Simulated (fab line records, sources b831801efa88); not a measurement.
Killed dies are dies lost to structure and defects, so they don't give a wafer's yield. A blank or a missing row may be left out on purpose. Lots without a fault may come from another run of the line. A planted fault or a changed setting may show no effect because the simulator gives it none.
fab line records | flow sky130
record lots=14 wafers=42 last_day=50
route steps=708 shown FIELD_ISO@15 NWELL@65 LI_CONTACT@376
lots that met no fault: from a run of the same line without faults
start_h: hours from the record's first day to the start of the lot's first wafer shown | wait_h: hours since the lot's step before | " the same as in the row above | L1.1+2: a row that stands for several wafers | - no value, or no start given | * or withheld: withheld | < > ~ a bound
route shown NAME@n: a module of which the file shows steps, and the number in the route of the first | usual: mean/standard deviation of fault-free wafers | same: alike in all rows | chamber/n: place in a boat | sites: the reading at each site | _std_site: their standard deviation | _edge_site: outer sites' mean less inner sites' | radius_mm: how far each site lies from the wafer's centre | mask NAME#n: copy n | behind: the tool/chamber that last shaped the wafer | hold: why the lot was held/for how many hours/how that ended | device: the transistor (n, p or np) that didn't switch | end of line: the same wafers' tests at the end of the route | a step without rows: its recipe alone | killed: dies lost to structure and defects at the first sort, not the wafer's yield | map: a wafer's dies, x killed, . not, _ none there
set.NAME: the setting as run; set.NAME@STEP: as run at that earlier step | model.NAME: the simulator's own value behind a step, which no gauge read
steps of the route over a sample of lots; a table a step, a row a wafer
services: from which hour (start_h, from the record's first day; less than 0 if before it) a tool's chamber was out of use, for how many hours, and why
## steps
# step SKY_FIELD_ISO_ETCH_14
# recipe chemistry=N2/H2 target=BARC ion_energy_ev=200 source_w=500 bias_w=100 pressure_mtorr=30 n2_flow_sccm=100 h2_flow_sccm=200 stop_on=SiO2 time_s=45.9 target_depth_a=600
# usual bias_w=100.01/0.24 drypump_motor_current_A=5.9/0.55 h2_flow_sccm=200.1/0.64 oes_product_au=0.854/0.0048 throttle_valve_pct=13.224/0.0092
# columns lot.wafer tool chamber start_h wait_h bias_w drypump_motor_current_A h2_flow_sccm oes_product_au rf_hours_counter_h throttle_valve_pct
L972.2 rie_diel-03 2 34.20 0.1 99.88 6.1 199.6 0.851 91 13.235
L972.3 " 0 " " 99.80 6.6 199.7 0.858 12 13.238
L972.5 " 0 " " 99.75 6.7 199.0 0.852 - 13.208
L973.1 rie_diel-02 1 38.24 0.1 100.27 5.8 200.2 0.861 56 13.219
L973.3 " 3 " " 100.24 6.0 201.1 0.855 51 13.222
L973.4 " 0 " " 100.28 5.2 199.8 0.852 17 13.205
L974.2 rie_diel-03 3 43.94 0.1 100.35 6.4 199.2 0.851 2 13.234
L974.3 " 1 " " 100.23 4.9 200.0 0.848 10 13.235
L974.4 " 0 " " 99.74 6.7 198.8 0.856 13 13.228
L975.1 rie_diel-01 3 51.54 0.1 100.01 5.6 200.4 0.856 76 13.225
L975.2 " 2 " " 99.94 6.7 200.6 0.859 127 13.243
L975.6 " 1 " " 99.63 5.5 200.8 0.855 - 13.231
L978.1 rie_diel-03 3 64.69 0.1 99.67 6.4 199.6 0.858 3 13.232
L978.3 " 1 " " 99.60 5.0 199.4 0.844 10 13.219
L978.6 " 3 " " 99.95 6.4 199.5 0.853 - 13.230
L979.3 rie_diel-01 0 69.79 0.1 99.88 5.5 200.4 0.854 4 13.214
L979.4 " 2 " " 100.61 6.7 200.1 0.860 127 13.234
L979.6 " 0 " " 99.99 5.5 199.9 0.865 - 13.229
L980.3 rie_diel-03 0 75.14 0.1 99.97 6.7 200.2 0.859 13 13.234
L980.5 " 1 " " 99.84 5.0 200.1 0.851 - 13.233
L980.6 " 0 " " 100.04 6.6 200.0 0.859 - 13.218
L981.1 rie_diel-03 1 81.25 0.1 100.04 5.0 200.4 0.855 11 13.230
L981.2 " 0 " " 100.17 6.7 200.2 0.864 14 13.241
L981.3 " 2 " " 100.25 6.2 200.1 0.853 92 13.218
L982.1 rie_diel-03 3 86.21 0.1 99.83 6.4 200.9 0.857 4 13.216
L982.2 " 2 " " 99.85 6.1 200.5 0.857 92 13.216
L982.5 " 3 " " 100.22 6.5 200.2 0.855 - 13.215
L986.1 rie_diel-02 2 107.10 0.1 100.12 6.2 200.5 0.853 100 13.230
L986.2 " 0 " " 100.16 5.2 199.4 0.859 17 13.223
L986.6 " 2 " " 99.72 6.2 200.6 0.849 - 13.226
L990.1 rie_diel-03 3 127.44 0.1 99.99 6.4 201.0 0.856 4 13.219
L990.2 " 1 " " 99.79 5.0 199.8 0.853 11 13.230
L990.6 " 3 " " 99.87 6.5 200.6 0.851 - 13.230
L992.1 rie_diel-02 2 138.19 0.1 100.65 6.2 200.7 0.851 100 13.215
L992.2 " 3 " " 99.94 5.9 200.6 0.854 52 13.226
L992.5 " 2 " " 100.03 6.2 200.9 0.861 - 13.215
L993.3 rie_diel-03 1 144.90 0.1 99.71 4.9 200.0 0.859 11 13.222
L993.5 " 3 " " 100.20 6.4 201.4 0.845 - 13.223
L993.6 " 1 " " 99.53 4.9 200.0 0.867 - 13.229
L994.2 rie_diel-01 2 148.99 0.1 100.41 6.7 199.1 0.862 129 13.210
L994.4 " 1 " " 100.41 5.5 199.6 0.853 144 13.235
L994.5 " 3 " " 100.44 5.6 200.2 0.861 - 13.221
# step SKY_NWELL_IMPLANT_12
# recipe species=P energy_kev=120 dose_cm2=1.3e+12 tilt_deg=withheld
# usual beam_energy_keV=120.00/0.037 beam_on_s=10.02/0.2
# columns lot.wafer tool chamber start_h wait_h beam_energy_keV beam_on_s
L972.2 implanter-04 0 90.09 0.1 119.98 9.56
L972.3 " 0 " " 120.00 10.27
L972.5 " 0 " " 120.02 10.05
L973.1 implanter-03 0 96.15 0.1 119.97 10.58
L973.3 " 0 " " 119.90 10.14
L973.4 " 0 " " 120.02 10.33
L974.2 implanter-04 0 99.93 0.1 119.97 9.77
L974.3 " 0 " " 120.01 10.01
L974.4 " 0 " " 120.04 10.26
L975.1 implanter-03 0 110.90 0.1 119.99 9.97
L975.2 " 0 " " 120.01 10.09
L975.6 " 0 " " 119.92 9.89
L978.1 implanter-04 0 127.10 0.1 120.08 9.90
L978.3 " 0 " " 120.04 10.25
L978.6 " 0 " " 120.02 9.82
L979.3 implanter-02 0 131.21 0.1 119.94 9.93
L979.4 " 0 " " 120.02 9.91
L979.6 " 0 " " 120.00 10.10
L980.3 implanter-03 0 138.00 0.1 119.94 9.96
L980.5 " 0 " " 119.97 9.97
L980.6 " 0 " " 120.00 9.78
L981.1 implanter-03 - 143.66 0.1 - -
L981.2 " - " " - -
L981.3 " - " " - -
L982.1 implanter-03 - 149.40 0.1 - -
L982.2 " - " " - -
L982.5 " - " " - -
L986.1 implanter-03 0 172.75 0.1 119.96 9.99
L986.2 " 0 " " 119.99 9.88
L986.6 " 0 " " 119.91 9.82
L990.1 implanter-02 0 194.70 0.1 119.96 10.16
L990.2 " 0 " " 120.01 10.33
L990.6 " 0 " " 119.94 10.20
L992.1 implanter-03 0 210.75 0.1 120.06 9.89
L992.2 " 0 " " 119.95 9.84
L992.5 " 0 " " 119.96 10.20
L994.2 implanter-03 0 219.18 0.1 119.94 9.98
L994.4 " 0 " " 119.97 9.76
L994.5 " 0 " " 119.97 10.06
L993.3 implanter-04 0 219.31 0.1 120.03 10.14
L993.5 " 0 " " 120.00 10.27
L993.6 " 0 " " 120.02 10.18
# step SKY_NWELL_RS_MEAS_29
# recipe thk_meas_gauge=four-point-probe
# usual NWELL_RS=624.8/1.5
# columns lot.wafer tool chamber start_h wait_h NWELL_RS[ohm/sq]
L972.2 film_metro-02 - 108.38 0.1 624.7
L972.3 " - " " 623.9
L972.5 " - " " 625.5
L973.1 film_metro-02 - 115.36 0.1 623.4
L973.3 " - " " 625.1
L973.4 " - " " 622.7
L974.2 film_metro-03 - 118.93 0.1 624.6
L974.3 " - " " 625.4
L974.4 " - " " 624.5
L975.1 film_metro-02 - 130.16 0.1 621.9
L975.2 " - " " 623.5
L975.6 " - " " 624.9
L978.1 film_metro-01 - 146.88 0.1 624.8
L978.3 " - " " 623.2
L978.6 " - " " 623.1
L979.3 film_metro-03 - 151.61 0.1 624.6
L979.4 " - " " 625.0
L979.6 " - " " 624.3
L980.3 film_metro-03 - 157.97 0.1 622.3
L980.5 " - " " 623.7
L980.6 " - " " 625.8
L981.1 film_metro-01 - 164.26 0.1 669.4
L981.2 " - " " 668.8
L981.3 " - " " 668.1
L982.1 film_metro-02 - 170.56 0.1 668.4
L982.2 " - " " 668.8
L982.5 " - " " 667.6
L986.1 film_metro-03 - 193.47 0.1 623.9
L986.2 " - " " 623.9
L986.6 " - " " 625.7
L990.1 film_metro-01 - 216.26 0.1 624.1
L990.2 " - " " 626.7
L990.6 " - " " 625.3
L992.1 film_metro-01 - 233.71 0.1 621.3
L992.2 " - " " 621.8
L992.5 " - " " 623.8
L994.2 film_metro-02 - 242.49 0.1 626.8
L994.4 " - " " 627.3
L994.5 " - " " 627.0
L993.3 film_metro-01 - 243.25 0.1 623.5
L993.5 " - " " 623.3
L993.6 " - " " 622.3
# step SKY_LI_CONTACT_ETCH_14
# recipe chemistry=N2/H2 target=BARC ion_energy_ev=200 source_w=500 bias_w=100 pressure_mtorr=30 n2_flow_sccm=100 h2_flow_sccm=200 stop_on=SiO2 time_s=45.9 target_depth_a=600
# usual bias_w=100.0/0.31 drypump_motor_current_A=5.7/0.34 h2_flow_sccm=200.0/0.54 oes_product_au=0.855/0.0051 throttle_valve_pct=13.225/0.0095
# columns lot.wafer tool chamber start_h wait_h bias_w drypump_motor_current_A h2_flow_sccm oes_product_au rf_hours_counter_h throttle_valve_pct
L972.2 rie_diel-04 3 686.49 0.0 99.9 6.3 199.8 0.848 7 13.232
L972.3 " 1 " " 99.9 5.5 199.6 0.854 51 13.222
L972.5 " 1 " " 100.1 5.5 200.2 0.856 - 13.228
L973.1 rie_diel-04 1 696.06 0.0 99.8 5.5 200.8 0.856 52 13.235
L973.3 " 0 " " 100.5 6.0 200.0 0.858 37 13.219
L973.4 " 1 " " 99.4 5.5 200.9 0.853 - 13.239
L974.2 rie_diel-01 2 697.58 0.0 100.0 6.7 199.2 0.851 9 13.224
L974.3 " 1 " " 99.7 5.5 199.7 0.855 8 13.226
L974.4 " 1 " " 99.5 5.6 200.0 0.844 - 13.225
L975.1 rie_diel-01 1 716.33 0.0 100.0 5.5 198.9 0.849 8 13.236
L975.2 " 3 " " 100.4 5.5 199.8 0.856 4 13.227
L975.6 " 0 " " 100.3 5.5 200.6 0.850 - 13.236
L978.1 rie_diel-01 2 730.86 0.0 100.0 6.8 200.7 0.852 10 13.223
L978.3 " 1 " " 100.0 5.5 199.9 0.854 9 13.232
L978.6 " 3 " " 99.8 5.6 199.4 0.859 - 13.223
L979.3 rie_diel-04 1 743.06 0.0 100.2 5.5 199.8 0.853 0 13.225
L979.4 " 2 " " 99.5 5.5 201.0 0.854 12 13.232
L979.6 " 1 " " 100.2 5.5 200.4 0.853 - 13.210
L980.3 rie_diel-04 2 744.88 0.0 100.1 5.5 200.1 0.854 12 13.232
L980.5 " 0 " " 100.2 6.0 200.2 0.846 - 13.228
L980.6 " 1 " " 100.0 5.5 199.6 0.852 - 13.234
L986.1 rie_diel-01 1 798.28 0.0 100.1 5.5 199.9 0.861 12 13.228
L986.2 " 3 " " 99.9 5.6 200.6 0.864 8 13.229
L986.6 " 0 " " 99.7 5.5 200.3 0.861 - 13.221
L990.1 rie_diel-02 3 819.56 0.0 100.1 6.0 199.2 0.849 3 13.229
L990.2 " 0 " " 99.9 5.2 199.4 0.852 29 13.218
L990.6 " 1 " " 99.4 5.8 200.7 0.857 - 13.222
L992.1 rie_diel-02 2 841.96 0.0 100.2 6.2 200.6 0.861 7 13.225
L992.2 " 3 " " 99.8 6.0 200.6 0.860 4 13.225
L992.5 " 2 " " 100.1 6.2 200.4 0.850 - 13.222
L993.3 rie_diel-04 3 849.77 0.0 100.0 6.3 199.8 0.850 10 13.241
L993.5 " 3 " " 99.9 6.3 200.1 0.856 - 13.224
L993.6 " 0 " " 100.4 6.0 199.8 0.855 - 13.234
L994.2 rie_diel-01 3 851.28 0.0 100.0 5.6 199.6 0.857 11 13.232
L994.4 " 1 " " 100.5 5.5 200.4 0.856 - 13.221
L994.5 " 3 " " 100.0 5.6 199.6 0.854 - 13.228
# step SKY_LI_CONTACT_SPUTTER_19
# recipe material=Ti target_thk_nm=20 chamber_pressure_pa=5 power_w=2500 substrate_temp_c=200 time_s=106.37
# usual chamber_pressure_pa=4.998/0.011 throttle_valve_pct=29.8/0.88
# columns lot.wafer tool chamber start_h wait_h chamber_pressure_pa throttle_valve_pct
L972.2 pvd_sputter-04 - 686.91 0.0 5.001 29.7
L972.3 " - " " 5.008 30.7
L972.5 " - " " 4.994 29.7
L973.1 pvd_sputter-04 - 696.49 0.0 5.004 28.7
L973.3 " - " " 4.988 29.7
L973.4 " - " " 4.994 30.3
L974.2 pvd_sputter-03 - 698.00 0.0 4.998 28.8
L974.3 " - " " 5.000 30.0
L974.4 " - " " 5.005 30.4
L975.1 pvd_sputter-02 - 716.75 0.0 4.995 28.3
L975.2 " - " " 5.001 29.9
L975.6 " - " " 4.979 29.6
L978.1 pvd_sputter-04 - 731.29 0.0 5.004 28.7
L978.3 " - " " 4.989 29.6
L978.6 " - " " 5.004 31.3
L979.3 pvd_sputter-02 - 743.49 0.0 4.983 30.1
L979.4 " - " " 4.998 28.5
L979.6 " - " " 5.008 30.1
L980.3 pvd_sputter-02 - 745.30 0.0 4.994 28.3
L980.5 " - " " 5.014 29.4
L980.6 " - " " 5.012 30.3
L986.1 pvd_sputter-02 - 798.70 0.0 5.007 29.4
L986.2 " - " " 4.990 29.8
L986.6 " - " " 5.008 28.5
L990.1 pvd_sputter-02 - 819.99 0.0 5.002 30.1
L990.2 " - " " 4.995 30.3
L990.6 " - " " 5.004 29.8
L992.1 pvd_sputter-03 - 842.40 0.0 4.990 28.3
L992.2 " - " " 4.996 30.2
L992.5 " - " " 5.004 30.3
L993.3 pvd_sputter-03 - 850.19 0.0 5.007 30.4
L993.5 " - " " 5.011 30.4
L993.6 " - " " 5.024 28.6
L994.2 pvd_sputter-02 - 851.72 0.0 4.988 30.1
L994.4 " - " " 4.997 29.4
L994.5 " - " " 5.014 28.4
## services
# columns tool chamber start_h hours kind
rie_diel-01 0 11.63 3.0 repair
rie_diel-03 1 18.92 2.7 repair
rie_diel-01 0 37.30 15.2 repair
rie_diel-03 - 56.87 1.0 repair
rie_diel-01 2 56.98 3.9 repair
rie_diel-03 1 84.38 22.3 repair
rie_diel-03 0 134.12 10.9 repair
rie_diel-03 - 148.56 2.8 pm
rie_diel-03 1 162.07 7.0 repair
rie_diel-03 - 175.50 15.6 pm
rie_diel-01 0 188.08 17.6 repair
rie_diel-01 2 201.72 7.9 repair
rie_diel-01 - 206.44 1.2 repair
rie_diel-01 3 210.77 4.0 repair
implanter-03 - 233.40 4.8 pm
implanter-03 - 248.38 1.3 repair
rie_diel-01 1 278.12 6.6 repair
implanter-03 - 289.23 1.5 repair
rie_diel-01 - 312.02 2.8 pm
rie_diel-03 2 362.16 6.6 repair
rie_diel-03 - 370.30 1.0 repair
rie_diel-01 1 389.16 2.7 repair
implanter-03 - 426.98 1.9 repair
implanter-03 - 438.81 3.8 repair
## key
first_sign step=SKY_NWELL_IMPLANT_12 reading=tool_record direction=missing
effect step=SKY_NWELL_RS_MEAS_29 reading=NWELL_RS direction=up sigmas=29 usual=624.8 struck=668.5
met_at SKY_NWELL_IMPLANT_12
struck_lots L981,L982
later_rows_left_out L981.1,L981.2,L981.3,L982.1,L982.2,L982.5
sort_left_out L981.1,L981.2,L981.3,L982.1,L982.2,L982.5
tester_left_out L981,L982
not_acting_at SKY_FIELD_ISO_ETCH_14,SKY_LI_CONTACT_ETCH_14,SKY_LI_CONTACT_SPUTTER_19
onset_between 138.00 143.66
fault kind=skipped_step_whole tool=implanter-03 chamber=- onset_h=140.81 steps=SKY_NWELL_IMPLANT_12 scope=struck_lots_only
# tester_left_out: of these lots the tester's yield and bins aren't shown, on N5 and GAA mostly nor the transistor test; their killed dies are dies lost to structure and defects alone, not to doping, threshold or leakage, so they don't give the yield
# sort_left_out: the simulated sort isn't trusted on such a fault, so these wafers' sort isn't shown, and their yield isn't known
# later_rows_left_out: the simulator's readings of these wafers behind a module that went badly wrong aren't trusted and aren't shown, but for the sort
